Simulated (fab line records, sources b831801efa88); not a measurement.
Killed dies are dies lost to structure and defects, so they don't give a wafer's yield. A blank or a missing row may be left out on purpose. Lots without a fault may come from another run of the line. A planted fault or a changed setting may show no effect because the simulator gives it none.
A struck lot beside a sound one | flow gf180mcu | 18 steps out of a route of 602
Sound: wafers L760.1, L760.2, L760.6. Struck: wafers L767.2, L767.4. (L767.3 of the same lot was not struck and is left out.) The cause comes at the end.
At each step with rows: each side's tool, then ch and its chambers, then its first start. Under that, the readings that differ: sound wafers | struck wafers | difference of the means | sigmas: that difference in standard deviations of wafers without a fault.
alike: readings whose means differ by less than 2 such deviations, and words and numbers that are the same on both sides. not compared: withheld readings, readings that some wafer has no value for, bounds like >300 that may hide the same value, and numbers for which the record gives no deviation and whose values overlap.
The two part at a step that has a row with sigmas, a row that says differs or no value, or rows on one side only. Numbers that don't overlap but have no deviation are shown without sigmas and don't part them. A reading that every wafer of one side lacks parts them only if that side has two wafers or more.

first, 3 steps without rows for these wafers: GF_V2_EXPOSE_11 (exposes mask Via2, target cd 260 nm); GF_V2_PEB_12 (peb time 90 s); GF_V2_DEVELOP_13 (develop time 60 s).
GF_V2_CD_MEAS_14: target cd 260 nm.
  sound on cd_sem-01, day 21 11:06; struck on cd_sem-01, day 24 00:38
  alike: cd_nm
GF_V2_OVL_MEAS_15:
  sound on overlay-02, day 21 11:13; struck on overlay-02, day 24 00:44
  alike: V2_OVL
then, 1 step without rows for these wafers: GF_V2_ETCH_16 (etches BARC in N2/H2).
GF_V2_ETCH_17: etches SiO2 in C4F8/O2/Ar, stops on TiN, target depth 630 nm.
  sound on rie_diel-04 ch 0,2; struck on rie_diel-03 ch 0,1
  alike: oes_product_au
GF_V2_STRIP_18: strips in O2/N2.
  sound on plasma_asher-03 ch 0,1, day 21 11:23; struck on plasma_asher-03 ch 0, day 24 00:54
  alike: drypump_motor_current_A, heater_power_w, oes_product_au
  not compared: rf_hours_counter_h
then, 2 steps without rows for these wafers: GF_V2_STRIP_19 (strips in post etch residue remover, time 1200 s); GF_V2_CLEAN_20 (cleans in DIW).
GF_V2_SPUTTER_21: material Ti, target thk 15 nm, time 80.02 s.
  sound on pvd_sputter-03, day 21 11:56; struck on pvd_sputter-02, day 24 01:26
  alike: throttle_valve_pct
GF_V2_SPUTTER_22: material TiN, target thk 10 nm, time 40 s.
  sound on pvd_sputter-03, day 21 11:59; struck on pvd_sputter-02, day 24 01:29
  alike: throttle_valve_pct
GF_V2_CVD_23: deposits W, target thk 350 nm, time 104.94 s.
  sound on cvd_w-02 ch 0,1, day 21 12:02; struck on cvd_w-02 ch 0, day 24 01:32
  reading                          | sound             | struck    | difference | sigmas
  model.W_of_V2_CVD_23.thk_nm (nm) | 356.2 348.8 362.7 | 411.4 416 | +57.8      |
  alike: chamber_pressure_Torr, heater_power_w
GF_V2_RS_MEAS_24: measures by four-point-probe.
  sound on film_metro-03, day 21 12:08; struck on film_metro-01, day 24 01:58
  reading          | sound             | struck      | difference | sigmas
  V2_W_RS (ohm/sq) | 0.322 0.328 0.315 | 0.279 0.275 | -0.045     | -8
  not compared: hold
GF_V2_THK_MEAS_25: measures by xrf.
  sound on film_metro-03, day 21 12:16; struck on film_metro-01, day 24 04:59
  reading       | sound       | struck  | difference | sigmas
  V2_W_THK (nm) | 359 352 365 | 420 425 | +64        | +10
  not compared: hold
GF_V2_CMP_26: polishes, stops on SiO2, t overpolish 15 s, target thk 0 nm.
  sound on cmp-02 ch 0,2,3, day 21 12:19; struck on cmp-01 ch 0,3, day 24 10:52
  reading                | sound    | struck                                            | difference                   | sigmas
  hold                   | - - -    | await_dispo/5.4h/release await_dispo/5.4h/release | no value on the sound wafers |
  time_to_endpoint_s (s) | 89 83 92 | 99 105                                            | +14                          | +4
  alike: edge_zone_pressure_frac, motor_current_A
GF_M3_SPUTTER_00: material Ti, target thk 37.5 nm, time 150 s.
  sound on pvd_sputter-01, day 21 12:37; struck on pvd_sputter-01, day 24 11:10
  alike: throttle_valve_pct
then, 1 step without rows for these wafers: GF_PASSIVATION_PROBE_99.

WHERE THEY PART
First at GF_V2_RS_MEAS_24; last, within this record, at GF_V2_CMP_26. Later steps at which nothing parts them and some readings are alike: GF_M3_SPUTTER_00.

WHY: what the simulator had put in
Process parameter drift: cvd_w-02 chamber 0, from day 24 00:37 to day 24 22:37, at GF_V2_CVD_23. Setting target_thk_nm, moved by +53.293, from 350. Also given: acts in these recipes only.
